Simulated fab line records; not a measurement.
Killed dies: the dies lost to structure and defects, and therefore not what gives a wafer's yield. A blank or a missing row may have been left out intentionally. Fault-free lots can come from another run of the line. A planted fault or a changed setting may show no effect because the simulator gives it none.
A lot that was struck, set against a sound lot || flow sky130 || 43 out of 708 route steps
Sound: wafers L348.1, L348.5, L348.6. Wafers L352.3, L352.4, L352.6 were the ones struck. At the end, the cause is stated.
Per side, at each step with rows, come the tool, then ch with its chambers, and then its first start. Under that, the readings that differ: sound wafers || struck wafers || difference of the means || sigmas: that difference in standard deviations of wafers without a fault.
alike: words and numbers the same on both sides, and readings whose means are apart by under 2 such deviations; not compared: readings that were withheld, readings missing a value for some wafer, numbers with overlapping values and no deviation given by the record, and bounds like >300 which may hide the same value.
The two part at a step that has a row with sigmas, a row that says differs or no value, or rows on one side only. When numbers do not overlap yet have no deviation, they are printed without sigmas and do not part them. A reading missing from all wafers of one side parts the sides only when that side holds two or more wafers.

first, 1 step without rows for these wafers: SKY_FIELD_ISO_ANNEAL_26 (time 1800 s).
SKY_FIELD_ISO_CMP_27: polishes, stops on Si3N4, t overpolish 16 s, target thk 457.8 nm.
  sound on cmp-01 ch 0,2,3, day 3 05:02; struck on cmp-02 ch 0,2,3, day 3 22:18
  alike: motor current A, overpolish run s, time to endpoint s
then, 5 steps without rows for these wafers: SKY_FIELD_ISO_WET_ETCH_28 (etches SiO2 in dHF, target depth 23.7 nm, time 47 s); SKY_FIELD_ISO_WET_ETCH_29 (etches Si3N4 in H3PO4, target depth 160 nm, time 1825 s); SKY_FIELD_ISO_WET_ETCH_30 (etches SiO2 in dHF, target depth 25 nm, time 50 s); SKY_NWELL_CLEAN_00 (cleans in SC1/SC2, time 150 s); SKY_NWELL_OXIDATION_01 (stabilise 600 s, purge 300 s, target thk 10 nm).
SKY_NWELL_THK_MEAS_02:
  struck on film metro-02, day 4 01:25; sound on film metro-03, day 3 07:51
  alike: NWELL_OXIDATION_THK
then, 4 steps without rows for these wafers: SKY_DNWELL_DEHYDRATE_00 (time 60 s); SKY_DNWELL_HMDS_01 (prime time 60 s); SKY_DNWELL_COAT_02 (resist thk 3000 nm); SKY_DNWELL_SOFTBAKE_03.
SKY_DNWELL_EXPOSE_04: exposes mask DNM, target cd 3000 nm.
  sound on iline stepper-02 ch 0, day 3 15:44; struck on iline stepper-02 ch 0, day 4 09:48
{"reading": "mask", "sound": "DNM#0 DNM#0 DNM#0", "struck": "NWM#0 NWM#0 NWM#0", "difference": "differs", "sigmas": ""}
then, 3 steps without rows for these wafers: SKY_DNWELL_PEB_05; SKY_DNWELL_DEVELOP_06 (develop time 60 s); SKY_DNWELL_IMPLANT_07.
SKY_DNWELL_STRIP_08: strips in O2/N2.
  sound on plasma asher-04 ch 0,1, day 4 00:02; struck on plasma asher-02 ch 0,1, day 4 18:35
  alike: drypump motor current A, oes product au, strip time to endpoint s
  not compared: rf hours counter h
SKY_DNWELL_TW_MEAS_09:
  struck on film metro-02, day 4 18:40; sound on film metro-02, day 4 00:08
{"reading": "DNWELL_TW", "sound": "1144 1143 1144", "struck": "30 30 30", "difference": -1114, "sigmas": "-99 or more"}
then, 7 steps without rows for these wafers: SKY_PWDE_DEHYDRATE_00 (time 60 s); SKY_PWDE_HMDS_01 (prime time 60 s); SKY_PWDE_COAT_02 (resist thk 3000 nm); SKY_PWDE_SOFTBAKE_03; SKY_PWDE_EXPOSE_04 (exposes mask PWDEM, target cd 840 nm); SKY_PWDE_PEB_05; SKY_PWDE_DEVELOP_06 (develop time 60 s).
SKY_PWDE_OVL_MEAS_07:
  struck on overlay-01, day 5 11:23; sound on overlay-02, day 4 16:49
  alike: PWDE_OVL
following that, these wafers have no rows for 1 step: SKY_PWDE_IMPLANT_08.
SKY_PWDE_STRIP_09: strips in O2/N2.
  sound on plasma asher-03 ch 0,1, day 4 17:01; struck on plasma asher-03 ch 0,1, day 5 11:35
  alike: drypump motor current A, oes product au, strip time to endpoint s
  not compared: rf hours counter h
SKY_PWDE_TW_MEAS_10:
  struck on film metro-04, day 5 11:41; sound on film metro-04, day 4 17:07
  alike: PWDE_TW
then, 7 steps without rows for these wafers: SKY_NWELL_DEHYDRATE_03 (time 60 s); SKY_NWELL_HMDS_04 (prime time 60 s); SKY_NWELL_COAT_05 (resist thk 3000 nm); SKY_NWELL_SOFTBAKE_06; SKY_NWELL_EXPOSE_07 (exposes mask NWM, target cd 840 nm); SKY_NWELL_PEB_08; SKY_NWELL_DEVELOP_09 (develop time 60 s).
SKY_NWELL_OVL_MEAS_10:
  struck on overlay-01, day 6 04:46; sound on overlay-02, day 5 10:22
  alike: NWELL_00_OVL
then, 3 steps without rows for these wafers: SKY_NWELL_IMPLANT_11; SKY_NWELL_IMPLANT_12; SKY_NWELL_IMPLANT_13.
SKY_NWELL_STRIP_14: strips in O2/N2.
  sound on plasma asher-02 ch 0,1, day 5 10:50; struck on plasma asher-02 ch 0,1, day 6 05:16
  alike: drypump motor current A, oes product au, strip time to endpoint s
  not compared: rf hours counter h
SKY_NWELL_TW_MEAS_15:
  struck on film metro-02, day 6 05:21; sound on film metro-04, day 5 10:56
{"reading": "NWELL_TW", "sound": "1808 1820 1810", "struck": "1981 1968 1970", "difference": "+160", "sigmas": "+11"}
-- the record jumps here: 41 days lie between the struck wafers' starts before and after (it left off in module NWELL and takes up again in module PAD_OPEN, whose first step shown is number 708 of the route) --
SKY_PAD_OPEN_PROBE_99:
  struck on prober-01, day 47 17:05; sound on prober-02, day 46 17:57
{"reading": "killed at front end", "sound": "18 13 11", "struck": "425 427 433", "difference": "+414", "sigmas": "+99"}
{"reading": "killed dies", "sound": "91 79 84", "struck": "492 492 492", "difference": "+407", "sigmas": "+43"}
{"reading": "killed on rim", "sound": "16 24 14", "struck": "96 96 96", "difference": "+78", "sigmas": "+20"}
  alike: killed_at_M0_to_M3, killed_at_M4_up, killed at contacts, killed at other, killed open, killed short

WHERE THEY PART
Earliest at SKY_DNWELL_EXPOSE_04; latest, in this record, at SKY_PAD_OPEN_PROBE_99.

WHY: what the simulator had put in
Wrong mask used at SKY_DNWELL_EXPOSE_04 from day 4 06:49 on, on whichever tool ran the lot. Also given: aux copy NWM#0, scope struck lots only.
